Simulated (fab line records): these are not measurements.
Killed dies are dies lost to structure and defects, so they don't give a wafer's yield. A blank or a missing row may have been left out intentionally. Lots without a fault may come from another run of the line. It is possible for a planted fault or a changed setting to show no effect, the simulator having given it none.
What tool caused it? -- flow gf180mcu -- 12 lots with 36 wafers sampled at 5 steps, on a route of 602 steps

## WHAT EACH GAUGE READ, for each wafer
GF_STI_THK_MEAS_24. Usual: STI_CVD_23_THK typically reads 653 nm, with standard deviation 7.3.
lot,measured,on,STI_CVD_23_THK (nm),flag
L625,day 2 14:26,film_metro-02,656 649 655,
L627,day 3 00:35,film_metro-01,664 657 649,
L628,day 3 06:13,film_metro-02,661 659 649,
L629,day 3 11:44,film_metro-01,661 662 654,
L630,day 3 15:50,film_metro-04,634 651 652,
L631,day 3 21:01,film_metro-04,652 644 651,
L632,day 4 02:09,film_metro-01,649 650 662,
L639,day 5 13:14,film_metro-04,652 648 643,
L640,day 5 19:56,film_metro-04,664 664 654,
L643,day 6 11:22,film_metro-01,647 650 649,
L644,day 6 16:11,film_metro-01,653 653 650,
L646,day 7 02:49,film_metro-04,657 654 657,

GF_HV_LDD_CD_MEAS_07: the cd target is 400 nm. Usual: cd_nm at 400.5 nm, with a standard deviation of 2.1.
lot,measured,on,cd_nm (nm),flag
L625,day 10 12:02,cd_sem-02,395.0 397.1 399.5,
L627,day 11 03:44,cd_sem-02,403.8 402.7 400.9,
L628,day 11 13:22,cd_sem-02,397.0 396.5 397.1,
L629,day 11 20:47,cd_sem-02,402.7 402.0 401.5,
L630,day 12 00:29,cd_sem-02,401.9,
L631,day 12 09:02,cd_sem-01,399.4 401.5,
L632,day 12 16:16,cd_sem-01,397.5 398.1 397.1,
L639,day 14 18:07,cd_sem-01,399.8 400.8 399.9,
L640,day 15 02:19,cd_sem-02,403.7 400.5 404.1,
L643,day 16 14:43,cd_sem-01,400.4 401.1 401.1,
L644,day 16 14:25,cd_sem-01,396.3 398.9 399.1,
L646,day 17 00:10,cd_sem-01,402.1 403.7 400.7,

## WHICH TOOL RAN EACH LOT (tool, then ch and the chambers of the sampled wafers, then the start)
lot,GF_STI_ETCH_14,GF_POLY_GATE_ETCH_13,GF_POLY_GATE_STRIP_14
L625,"rie_si-01 ch 1,2, day 2 11:43","rie_si-02 ch 1,2,3, day 9 17:19","plasma_asher-02 ch 0,1, day 9 17:22"
L627,"rie_si-02 ch 0,2,3, day 2 22:46","rie_si-01 ch 0,2, day 10 07:22","plasma_asher-01 ch 0,1, day 10 07:25"
L628,"rie_si-02 ch 0,3, day 3 03:22","rie_si-02 ch 0,3, day 10 17:25","plasma_asher-02 ch 0,1, day 10 17:28"
L629,"rie_si-01 ch 0,2,3, day 3 08:25","rie_si-02 ch 0,1, day 11 00:16","plasma_asher-02 ch 0,1, day 11 00:19"
L630,"rie_si-01 ch 1,2,3, day 3 14:01","rie_si-02 ch 2,3, day 11 04:02","plasma_asher-01 ch 0,1, day 11 04:05"
L631,"rie_si-02 ch 0,2,3, day 3 19:04","rie_si-02 ch 0,1, day 11 12:01","plasma_asher-02 ch 0,1, day 11 12:04"
L632,"rie_si-02 ch 0,1,3, day 4 00:22","rie_si-01 ch 0,1,3, day 11 19:28","plasma_asher-01 ch 0,1, day 11 19:32"
L639,"rie_si-02 ch 0,1,2, day 5 11:25","rie_si-01 ch 0,2,3, day 13 18:58","plasma_asher-04 ch 0,1, day 13 19:01"
L640,"rie_si-02 ch 0,1,3, day 5 17:49","rie_si-02 ch 1,2,3, day 14 03:31","plasma_asher-02 ch 0,1, day 14 03:34"
L643,"rie_si-01 ch 0,1, day 6 09:01","rie_si-01 ch 1,2,3, day 15 01:34","plasma_asher-04 ch 0,1, day 15 01:38"
L644,"rie_si-01 ch 0,2,3, day 6 14:22","rie_si-02 ch 1,2,3, day 15 10:01","plasma_asher-01 ch 0,1, day 15 10:04"
L646,"rie_si-02 ch 1,2,3, day 7 01:01","rie_si-02 ch 0,2,3, day 15 22:10","plasma_asher-04 ch 0,1, day 15 22:15"
- GF_STI_ETCH_14: etches Si in HBr/Cl2/O2, target depth 360 nm, time 102.9 s.
- GF_POLY_GATE_ETCH_13: etches poly-Si in HBr/Cl2, stops on SiO2, target depth 198.5 nm, time 69.6 s.
- GF_POLY_GATE_STRIP_14: strips in O2/N2.

## AS READ BY THE TOOLS THEMSELVES (means over the sampled wafers that have a number; for cases with no such wafer, the mark the record gives instead)
GF_STI_ETCH_14. Usual: chamber_pressure_mTorr 15.000 mTorr, standard deviation 0.016; drypump_motor_current_A 5.8 A, standard deviation 0.48; oes_product_au 1.004 a.u., standard deviation 0.011; run_length_s 131.3 s, standard deviation 0.5; throttle_valve_pct 25.654 %, standard deviation 0.012.
lot,tool,chamber_pressure_mTorr (mTorr),drypump_motor_current_A (A),oes_product_au (a.u.),run_length_s (s),throttle_valve_pct (%),flag
L625,rie_si-01,15.007,6.1,1.002,131.6,25.656,
L627,rie_si-02,14.988,5.4,1.005,131.5,25.655,
L628,rie_si-02,15.001,5.8,1.004,130.8,25.654,
L629,rie_si-01,14.997,6.2,1.009,131.6,25.649,
L630,rie_si-01,15.009,6.2,1.012,131.7,25.652,
L631,rie_si-02,15.006,5.4,1.017,131.1,25.644,
L632,rie_si-02,15.004,5.8,1.009,131.1,25.652,
L639,rie_si-02,14.992,5.4,1.002,131.4,25.658,
L640,rie_si-02,15.002,5.8,0.998,130.7,25.659,
L643,rie_si-01,15.001,6.0,1.006,131.5,25.651,
L644,rie_si-01,14.989,6.2,1.007,131.5,25.659,
L646,rie_si-02,14.992,5.7,1.001,131.0,25.655,

GF_POLY_GATE_ETCH_13. Usual: chamber_pressure_mTorr 10.001 mTorr, standard deviation 0.0092; drypump_motor_current_A 5.8 A, standard deviation 0.49; oes_product_au 0.992 a.u., standard deviation 0.0087; run_length_s 98.0 s, standard deviation 0.52; throttle_valve_pct 33.685 %, standard deviation 0.0089.
lot,tool,chamber_pressure_mTorr (mTorr),drypump_motor_current_A (A),oes_product_au (a.u.),run_length_s (s),throttle_valve_pct (%),flag
L625,rie_si-02,10.009,5.7,0.993,97.9,33.695,
L627,rie_si-01,10.007,6.3,0.989,98.2,33.686,
L628,rie_si-02,10.011,5.5,0.990,97.8,33.675,
L629,rie_si-02,10.005,5.8,0.979,97.5,33.689,
L630,rie_si-02,9.994,5.3,1.020,76.3,33.682,OFF
L631,rie_si-02,9.997,5.6,0.983,86.8,33.684,OFF
L632,rie_si-01,10.002,6.0,0.997,98.4,33.683,
L639,rie_si-01,10.005,6.2,0.991,98.3,33.686,
L640,rie_si-02,9.997,5.7,1.002,97.8,33.686,
L643,rie_si-01,10.006,6.2,0.992,98.1,33.690,
L644,rie_si-02,10.007,5.7,0.995,97.7,33.681,
L646,rie_si-02,9.998,5.4,0.992,98.0,33.684,

GF_POLY_GATE_STRIP_14. Usual: chamber_pressure_mTorr 1499.9 mTorr, standard deviation 1.3; drypump_motor_current_A 5.7 A, standard deviation 0.54; heater_power_w 325 W, standard deviation 15; oes_product_au 0.505 a.u., standard deviation 0.0047.
lot,tool,chamber_pressure_mTorr (mTorr),drypump_motor_current_A (A),heater_power_w (W),oes_product_au (a.u.),flag
L625,plasma_asher-02,1500.8,5.7,328,0.503,
L627,plasma_asher-01,1498.7,5.7,339,0.507,
L628,plasma_asher-02,1500.0,5.9,321,0.508,
L629,plasma_asher-02,1500.7,5.9,326,0.505,
L630,plasma_asher-01,1501.2,5.7,339,0.515,
L631,plasma_asher-02,1499.7,5.8,324,0.512,
L632,plasma_asher-01,1499.9,5.4,333,0.502,
L639,plasma_asher-04,1501.2,5.7,307,0.510,
L640,plasma_asher-02,1499.4,5.9,319,0.502,
L643,plasma_asher-04,1500.0,6.1,317,0.504,
L644,plasma_asher-01,1499.6,5.4,330,0.507,
L646,plasma_asher-04,1499.9,6.1,318,0.507,

## THE ANSWER, worked out from the rows above alone
Rule: lot off if the mean of its wafers having a number is beyond 3 standard deviations from the usual mean. A lot without any number at a reading at which 4 lots or more have one is off too. Any other lot the step has rows for is counted as sound. Order of review: gauges by route order, followed by the tools' own readings, for which a lot's mean as printed above is used. At the first step where some lot is off, the reading lying furthest off is the one used; lots without a number count as furthest.
Off at GF_POLY_GATE_ETCH_13 (run_length_s): L630, L631.
A tool fits if, at that step or a process step before it, it ran every lot that is off, and no sound lot after the first of them. Not one of the candidates tried fits.

## WHAT THE SIMULATOR HAD PUT IN
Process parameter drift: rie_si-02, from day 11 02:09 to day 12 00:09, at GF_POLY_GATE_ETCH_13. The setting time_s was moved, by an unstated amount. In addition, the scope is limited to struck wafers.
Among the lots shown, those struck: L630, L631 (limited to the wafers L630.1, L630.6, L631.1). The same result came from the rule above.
